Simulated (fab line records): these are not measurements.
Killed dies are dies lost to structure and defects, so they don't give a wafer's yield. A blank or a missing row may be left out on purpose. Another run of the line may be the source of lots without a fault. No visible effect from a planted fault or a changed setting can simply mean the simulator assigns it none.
2 desks, one fault	flow sky130	only its own numbers are on each desk; what lay behind them is given at the end

## TOOL OWNER'S DESK, implanter-04
SKY_SD_P_IMPLANT_09, tool's own readings: per-lot mean of the sampled wafers with a number, covering each lot this tool ran. Any lot whose mean is over 4 standard deviations away from the usual mean is out of limits and marked OUT; that distance is given in the brackets.
Columns: A = beam energy keV at SKY_SD_P_IMPLANT_09, usual 20.002; B = faraday current uA at SKY_SD_P_IMPLANT_09, usual 11011
lot	first seen here	A	B
L862	day 27 10:40	19.999	11102
L863	day 27 22:10	20.000	10836
L865	day 28 12:55	19.999	10891
L866	day 28 16:06	20.002	10797
L876	day 32 19:40	19.994	11017
L877	day 32 19:58	19.998	11014
Finding of this desk: none of the 6 lots has anything out of limits.

## FROM THE METROLOGY DESK
What the gauges read for every lot (on any tool): the sampled wafers with a number, averaged. Any lot whose mean is over 4 standard deviations away from the usual mean is out of limits and marked OUT; that distance is given in the brackets.
Columns: A = cd nm at SKY_SD_P_CD_MEAS_07, usual 379.8 nm; B = SD_P_TW at SKY_SD_P_TW_MEAS_11, usual 2815; C = SD_P_RS at SKY_SD_N_RS_MEAS_17, usual 147.1 ohm/sq
lot	first seen here	A	B	C
L857	day 25 01:19	379.9	2880	147.4
L858	day 25 20:14	383.5	2884	147.3
L862	day 27 10:31	379.7	2793	146.6
L863	day 27 22:01	377.8	2795	147.4
L865	day 28 12:46	378.9	2860	147.0
L866	day 28 15:56	378.2	2863	147.4
L873	day 31 10:13	379.4	2799	147.1
L876	day 32 19:31	382.2	2690	149.3 (+5.9) OUT
L877	day 32 19:49	379.6	2617 (-4.4) OUT	151.4 (+12) OUT
L878	day 32 22:56	380.6	2855	147.2
L879	day 33 06:17	378.7	2769	147.6
This desk's result: L876, L877 out of limits, first on L877 (SD_P_TW at SKY_SD_P_TW_MEAS_11), day 32 20:13. In limits: L857, L858, L862, L863, L865, L866, L873, L878, L879.

## TAKEN TOGETHER
At day 32 20:13 the metrology desk could have sounded an alarm, on L876, L877.
The desk of the tool owner found nothing out of limits.
Tool owner's desk: L876, L877 on record, inside its limits.
The lots listed all ran SKY_SD_P_IMPLANT_09 on implanter-04.

## WHAT WAS PUT IN BY THE SIMULATOR
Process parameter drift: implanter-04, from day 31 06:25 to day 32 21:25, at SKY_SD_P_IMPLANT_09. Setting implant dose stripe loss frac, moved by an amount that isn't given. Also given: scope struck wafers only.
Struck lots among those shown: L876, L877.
Hours from the fault's start to each desk's first reading out of limits: the metrology desk, 38.
